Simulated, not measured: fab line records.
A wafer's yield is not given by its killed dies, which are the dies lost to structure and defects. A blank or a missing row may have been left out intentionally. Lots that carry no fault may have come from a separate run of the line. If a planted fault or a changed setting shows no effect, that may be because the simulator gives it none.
2 desks looking at one fault ; flow sky130 ; numbers are kept per desk, each desk with only its own; the story behind them comes last

## FROM THE METROLOGY DESK
Means of the sampled wafers that have a number, per lot and without regard to the tool the lot ran on: this is what the gauges read. If a lot's mean is further than 4 standard deviations from the usual mean, the lot is out of limits and carries the mark OUT (the distance appears in the brackets).
Columns: A = SONOS_TUNNEL_TW at SKY_SONOS_TUNNEL_TW_MEAS_12, usual 197.2; B = SONOS_ONO_OVL at SKY_SONOS_ONO_OVL_MEAS_14, usual -1.1 nm; C = cd-nm at SKY_POLY_GATE_CD_MEAS_13, usual 149.9 nm
lot;first seen here;A;B;C
L178;day 11 06:13;199.9;-1.1;150.9
L179;day 11 16:42;197.5;-1.9;149.4
L182;day 12 19:07;200.1;-0.0;148.7
L184;day 13 04:06;201.1;-0.3;150.3
L185;day 13 12:58;194.8;0.1;151.2
L186;day 14 09:52;199.6;-1.9;149.8
L188;day 14 18:09;196.9;-2.4;152.3
L187;day 14 19:53;195.9;-0.0;148.7
L192;day 16 00:43;198.7;-0.0;148.6
L195;day 16 20:56;198.1;-0.6;150.6
L198;day 17 23:11;196.7;-0.1;149.5
L197;day 18 06:29;199.9;-2.0;150.3
L200;day 18 13:50;197.5;-0.2;151.5
Finding of this desk: none of the 13 lots has anything out of limits.

## AT THE TOOL OWNER'S DESK: litho-track-01
The tool's own readings at SKY_GATE_OXIDE_SOFTBAKE_06 (time 60 s): means of the sampled wafers that have a number, for each lot that ran on this tool. If a lot's mean is further than 4 standard deviations from the usual mean, the lot is out of limits and carries the mark OUT (the distance appears in the brackets).
Columns: A = heater-power-total-W at SKY_GATE_OXIDE_SOFTBAKE_06, usual 56.59 W; B = plate-temp-C at SKY_GATE_OXIDE_SOFTBAKE_06, usual 90.01 C
lot;first seen here;A;B
L178;day 13 03:58;56.60;90.14
L184;day 15 02:19;56.58;89.89
L185;day 15 12:37;67.29 (+99 or more) OUT;101.74 (+98) OUT
L188;day 16 19:25;67.32 (+99 or more) OUT;102.00 (+99 or more) OUT
L198;day 20 03:59;56.61;90.26
L197;day 20 11:37;56.54;89.97
L200;day 20 20:10;56.62;89.91
This desk's finding: out of limits on L185, L188; first on L185, day 15 12:37 (heater-power-total-W at SKY_GATE_OXIDE_SOFTBAKE_06). Within limits: L178, L184, L198, L197, L200.

## TAKEN TOGETHER
An alarm could have come from the tool owner's desk at day 15 12:37, on L185, L188.
At the metrology desk, nothing out of limits was observed.
The metrology desk holds a record of L185, L188, inside its limits.
Of the lots named, all ran SKY_GATE_OXIDE_SOFTBAKE_06 on litho-track-01.

## WHAT THE SIMULATOR HAD PUT IN
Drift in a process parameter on litho-track-01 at SKY_GATE_OXIDE_SOFTBAKE_06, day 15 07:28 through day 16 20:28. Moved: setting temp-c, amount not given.
Lots struck among those shown: L185, L188.
Hours from the fault's start to each desk's first reading out of limits: the tool owner's desk, 5.
